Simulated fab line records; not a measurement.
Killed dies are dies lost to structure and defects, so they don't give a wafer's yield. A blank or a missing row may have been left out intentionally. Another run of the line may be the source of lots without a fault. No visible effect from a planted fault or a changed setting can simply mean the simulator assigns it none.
What tool caused it? | flow gf180mcu | 72 wafers from 24 lots sampled at 4 of the route's 602 steps

== WHAT THE GAUGES READ, wafer by wafer ==
GF_V3_THK_MEAS_25: measures by xrf. Usual: V3_W_THK typically reads 328 nm, with standard deviation 4.2.
lot  | measured     | on            | V3_W_THK (nm) | flag
L074 | day 22 09:04 | film metro-01 | 320 330 328   |
L075 | day 22 13:35 | film metro-01 | 324 318 330   |
L076 | day 23 04:22 | film metro-01 | 327 328 332   |
L077 | day 23 15:23 | film metro-01 | 326 332 331   |
L078 | day 23 19:14 | film metro-01 | 327 331 328   |
L079 | day 24 05:49 | film metro-01 | 332 325 332   |
L080 | day 24 15:44 | film metro-01 | 335 328 331   |
L081 | day 24 23:22 | film metro-01 | 330 330 337   |
L082 | day 25 10:54 | film metro-01 | 329 327 327   |
L083 | day 25 21:31 | film metro-04 | 319 323 324   |
L085 | day 26 10:48 | film metro-04 | 328 328 331   |
L084 | day 26 12:46 | film metro-01 | 325 320 329   |
L086 | day 26 17:47 | film metro-02 | 326 327 330   |
L087 | day 26 22:56 | film metro-04 | 321 333 329   |
L088 | day 27 11:02 | film metro-02 | 322 325 323   |
L089 | day 28 00:25 | film metro-02 | 330 331 329   |
L090 | day 28 04:29 | film metro-01 | 327 331 330   |
L091 | day 28 10:10 | film metro-01 | 331 324 335   |
L092 | day 28 13:08 | film metro-02 | 323 318 320   |
L093 | day 28 20:34 | film metro-04 | 338 334 334   |
L094 | day 29 01:10 | film metro-01 | 327 328 330   |
L095 | day 29 11:12 | film metro-01 | 323 328 328   |
L096 | day 29 12:50 | film metro-02 | 327 322 322   |
L097 | day 29 17:04 | film metro-02 | 323 324 323   |

GF_V4_BOW_MEAS_05. Usual: V4_BOW typically reads 136 um, with standard deviation 9.7.
lot  | measured     | on            | V4_BOW (um) | flag
L074 | day 23 09:46 | film metro-03 | 130 124 122 |
L075 | day 23 14:41 | film metro-03 | 119 126 130 |
L076 | day 24 04:25 | film metro-04 | 124 133 128 |
L077 | day 24 16:23 | film metro-04 | 133 138 132 |
L078 | day 24 19:07 | film metro-04 | 135 143 144 |
L079 | day 25 06:05 | film metro-03 | 135 130 136 |
L080 | day 25 15:26 | film metro-02 | 138 146 136 |
L081 | day 25 23:01 | film metro-02 | 139 142 142 |
L082 | day 26 10:11 | film metro-04 | 124 129 135 |
L083 | day 26 20:44 | film metro-04 | 126 144 138 |
L085 | day 27 08:35 | film metro-02 | 146 132 135 |
L084 | day 27 10:33 | film metro-04 | 130 121 119 |
L086 | day 27 15:07 | film metro-04 | 131 128 137 |
L087 | day 27 21:41 | film metro-04 | 145 134 139 |
L088 | day 28 08:46 | film metro-03 | 139 134 153 |
L089 | day 28 21:34 | film metro-03 | 125 141 130 |
L090 | day 29 02:40 | film metro-03 | 149 142 159 |
L091 | day 29 07:07 | film metro-03 | 135 142 129 |
L092 | day 29 10:31 | film metro-04 | 132 140 121 |
L093 | day 29 16:25 | film metro-04 | 133 136 156 |
L094 | day 29 22:19 | film metro-02 | 139 144 136 |
L095 | day 30 07:57 | film metro-03 | 139 154 153 |
L096 | day 30 09:38 | film metro-04 | 135 138 153 |
L097 | day 30 13:54 | film metro-03 | 144 140 144 |

GF_V4_RS_MEAS_24: uses a four-point probe to measure. Usual: V4_W_RS typically reads 0.331 ohm/sq, with standard deviation 0.0042.
lot  | measured     | on            | V4_W_RS (ohm/sq)  | flag
L074 | day 24 09:47 | film metro-02 | 0.332 0.335 0.334 |
L075 | day 24 14:06 | film metro-02 | 0.325 0.326 0.331 |
L076 | day 25 03:04 | film metro-02 | 0.333 0.323 0.333 |
L077 | day 25 15:25 | film metro-04 | 0.325 0.331 0.330 |
L078 | day 25 17:37 | film metro-02 | 0.326 0.324 0.329 |
L079 | day 26 04:41 | film metro-04 | 0.334 0.330 0.328 |
L080 | day 26 13:43 | film metro-03 | 0.325 0.332 0.329 |
L081 | day 26 21:27 | film metro-03 | 0.332 0.335 0.336 |
L082 | day 27 07:05 | film metro-02 | 0.330 0.332 0.332 |
L083 | day 27 17:31 | film metro-04 | 0.338 0.326 0.332 |
L085 | day 28 04:45 | film metro-02 | 0.327 0.336 0.329 |
L084 | day 28 07:32 | film metro-02 | 0.331 0.337 0.330 |
L086 | day 28 12:03 | film metro-03 | 0.334 0.329 0.333 |
L087 | day 28 18:52 | film metro-03 | 0.334 0.332 0.337 |
L088 | day 29 05:19 | film metro-03 | 0.329 0.329 0.326 |
L089 | day 29 18:01 | film metro-04 | 0.327 0.333 0.335 |
L090 | day 29 23:01 | film metro-02 | 0.335 0.330 0.332 |
L091 | day 30 02:05 | film metro-03 | 0.334 0.334 0.328 |
L092 | day 30 05:20 | film metro-04 | 0.332 0.336 0.329 |
L093 | day 30 12:01 | film metro-02 | 0.324 0.326 0.327 |
L094 | day 30 17:41 | film metro-04 | 0.334 0.324 0.332 |
L095 | day 31 03:05 | film metro-04 | 0.328 0.331 0.334 |
L096 | day 31 04:25 | film metro-03 | 0.332 0.332 0.331 |
L097 | day 31 08:48 | film metro-02 | 0.330 0.333 0.329 |

== TOOL THAT RAN EACH LOT (tool first, then ch and the chambers of the sampled wafers, then the start) ==
lot  | GF_V3_SPUTTER_22
L074 | pvd sputter-01, day 22 08:47
L075 | pvd sputter-04, day 22 13:17
L076 | pvd sputter-04, day 23 04:05
L077 | pvd sputter-01, day 23 15:07
L078 | pvd sputter-02, day 23 18:57
L079 | pvd sputter-01, day 24 05:32
L080 | pvd sputter-04, day 24 15:27
L081 | pvd sputter-01, day 24 23:04
L082 | pvd sputter-04, day 25 10:38
L083 | pvd sputter-02, day 25 21:14
L085 | pvd sputter-02, day 26 10:30
L084 | pvd sputter-02, day 26 12:29
L086 | pvd sputter-04, day 26 17:30
L087 | pvd sputter-02, day 26 22:40
L088 | pvd sputter-04, day 27 10:45
L089 | pvd sputter-04, day 28 00:08
L090 | pvd sputter-02, day 28 04:13
L091 | pvd sputter-02, day 28 09:53
L092 | pvd sputter-04, day 28 12:52
L093 | pvd sputter-01, day 28 20:17
L094 | pvd sputter-01, day 29 00:53
L095 | pvd sputter-01, day 29 10:56
L096 | pvd sputter-04, day 29 12:33
L097 | pvd sputter-04, day 29 16:48
- GF_V3_SPUTTER_22: material TiN, target thk 10 nm, time 40 s.

== WHAT THE TOOLS THEMSELVES READ (means of the sampled wafers that have a number; where no wafer has one, the mark that the record gives instead) ==
GF_V3_SPUTTER_22. Usual: 30.3 % for throttle valve pct, sd 1.
lot  | tool           | throttle valve pct (%) | flag
L074 | pvd sputter-01 | 31.0                   |
L075 | pvd sputter-04 | 30.8                   |
L076 | pvd sputter-04 | 30.5                   |
L077 | pvd sputter-01 | 31.2                   |
L078 | pvd sputter-02 | 30.6                   |
L079 | pvd sputter-01 | 31.1                   |
L080 | pvd sputter-04 | 31.4                   |
L081 | pvd sputter-01 | 30.3                   |
L082 | pvd sputter-04 | 31.1                   |
L083 | pvd sputter-02 | 30.4                   |
L085 | pvd sputter-02 | 30.2                   |
L084 | pvd sputter-02 | 30.2                   |
L086 | pvd sputter-04 | 31.1                   |
L087 | pvd sputter-02 | 30.0                   |
L088 | pvd sputter-04 | 30.6                   |
L089 | pvd sputter-04 | 31.0                   |
L090 | pvd sputter-02 | 29.9                   |
L091 | pvd sputter-02 | 30.0                   |
L092 | pvd sputter-04 | 30.8                   |
L093 | pvd sputter-01 | 31.3                   |
L094 | pvd sputter-01 | 30.4                   |
L095 | pvd sputter-01 | 29.4                   |
L096 | pvd sputter-04 | 30.0                   |
L097 | pvd sputter-04 | 30.8                   |

== THE ANSWER, worked out from the rows above alone ==
Rule: a lot counts as off when the mean over its wafers that have a number is more than 3 standard deviations away from the usual mean. Also off: a lot with no number at a reading for which 4 or more lots have one. All remaining lots with rows at the step are treated as sound. Order of review: gauges by route order, followed by the tools' own readings, for which a lot's mean as printed above is used. The first step at which some lot is off is used, and at that step the reading that is off furthest; a lot without a number counts as furthest.
No lot is off at any reading shown: from this, nothing can be told.

== WHAT WAS PUT IN BY THE SIMULATOR ==
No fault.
